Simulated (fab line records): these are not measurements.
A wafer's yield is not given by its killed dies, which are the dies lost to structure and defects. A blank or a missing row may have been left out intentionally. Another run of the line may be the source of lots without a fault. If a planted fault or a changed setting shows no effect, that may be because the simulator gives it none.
Check for tools in common    flow gf180mcu    39 wafers sampled across 13 lots

== WHY THIS WAS OPENED ==
Of 13 lots, 2 have the reading HV_LDD_3_TW flagged at GF_HV_LDD_TW_MEAS_38. Wafers without a fault read 1429, standard deviation 14.
Rule: a lot gets a flag if all its wafers with a number sit over 4 standard deviations from that mean, or if no wafer of it has a number. As for the other lots, they are considered sound.

lot   measured      on             HV_LDD_3_TW, wafer by wafer  flag
L609  day 11 18:43  film_metro-04  1432 1438 1434               
L612  day 12 19:53  film_metro-04  1424 1429 1426               
L614  day 13 12:14  film_metro-04  1421 1424 1425               
L615  day 13 22:34  film_metro-03  1462 1466 1465               
L617  day 14 08:05  film_metro-01  1412 1414 1416               
L616  day 14 11:32  film_metro-01  1502 1507 1511               FLAGGED
L618  day 15 03:34  film_metro-01  1510 1504 1509               FLAGGED
L624  day 17 00:06  film_metro-04  1430 1426 1429               
L626  day 17 14:09  film_metro-04  1432 1429 1429               
L628  day 18 09:25  film_metro-04  1424 1427 1423               
L629  day 18 10:05  film_metro-01  1424 1421 1426               
L630  day 18 17:24  film_metro-04  1421 1424 1421               
L631  day 19 03:06  film_metro-01  1425 1425 1423               
The numbers of the flagged lots are 1507 on average: +78 against the usual, or +6 standard deviations.

== EACH LOT AND THE TOOL IT RAN ON ==
The record keeps 1 process step preceding the reading, out of 602 steps on the route. Every cell lists first the tool, next ch and the chambers used by the sampled wafers, and last the start.
lot   flag     GF_HV_LDD_IMPLANT_35
L609           implanter-02 ch 0, day 11 18:20
L612           implanter-04 ch 0, day 12 19:29
L614           implanter-02 ch 0, day 13 11:50
L615           implanter-02 ch 0, day 13 22:10
L617           implanter-03 ch 0, day 14 07:41
L616  FLAGGED  implanter-02 ch 0, day 14 11:09
L618  FLAGGED  implanter-02 ch 0, day 15 03:10
L624           implanter-03 ch 0, day 16 22:57
L626           implanter-02 ch 0, day 17 13:46
L628           implanter-02 ch 0, day 18 09:01
L629           implanter-03 ch 0, day 18 09:41
L630           implanter-02 ch 0, day 18 17:01
L631           implanter-02 ch 0, day 19 02:43
What the steps here do:
- GF_HV_LDD_IMPLANT_35
- GF_HV_LDD_TW_MEAS_38

== FLAGGED OVER TOTAL, TOOL BY TOOL (the gauges that took the reading come last) ==
step                  tool           lots run  flagged  share of the flagged lots  sound lots run after its first flagged lot
GF_HV_LDD_IMPLANT_35  implanter-02   9         2        all                        4 (L626,L628,L630,L631)
GF_HV_LDD_IMPLANT_35  implanter-03   3         0        none                       -
GF_HV_LDD_IMPLANT_35  implanter-04   1         0        none                       -
GF_HV_LDD_TW_MEAS_38  film_metro-01  5         2        all                        2 (L629,L631)
GF_HV_LDD_TW_MEAS_38  film_metro-03  1         0        none                       -
GF_HV_LDD_TW_MEAS_38  film_metro-04  7         0        none                       -

== WHAT IS ALLOWED BY THE TABLE ==
Every flagged lot went through 2 rows of the table: implanter-02 at GF_HV_LDD_IMPLANT_35 and film_metro-01 at GF_HV_LDD_TW_MEAS_38.
- implanter-02 at GF_HV_LDD_IMPLANT_35: 2 of its 9 lots flagged. Sound lots followed the first flagged one (L626, L628, L630, L631) on it, something a lasting fault affecting the whole tool could not allow. Its own readings lie more than 4 standard deviations out on every wafer of the flagged lots: dose_ions_cm2, faraday_current_uA.
- film_metro-01 at GF_HV_LDD_TW_MEAS_38: 2 of its 5 lots flagged. Sound lots followed the first flagged one (L629, L631) on it, something a lasting fault affecting the whole tool could not allow.
None of the table's rows ran every flagged lot and, after the first, no sound lot.

== WHAT THE SIMULATOR PUT IN ==
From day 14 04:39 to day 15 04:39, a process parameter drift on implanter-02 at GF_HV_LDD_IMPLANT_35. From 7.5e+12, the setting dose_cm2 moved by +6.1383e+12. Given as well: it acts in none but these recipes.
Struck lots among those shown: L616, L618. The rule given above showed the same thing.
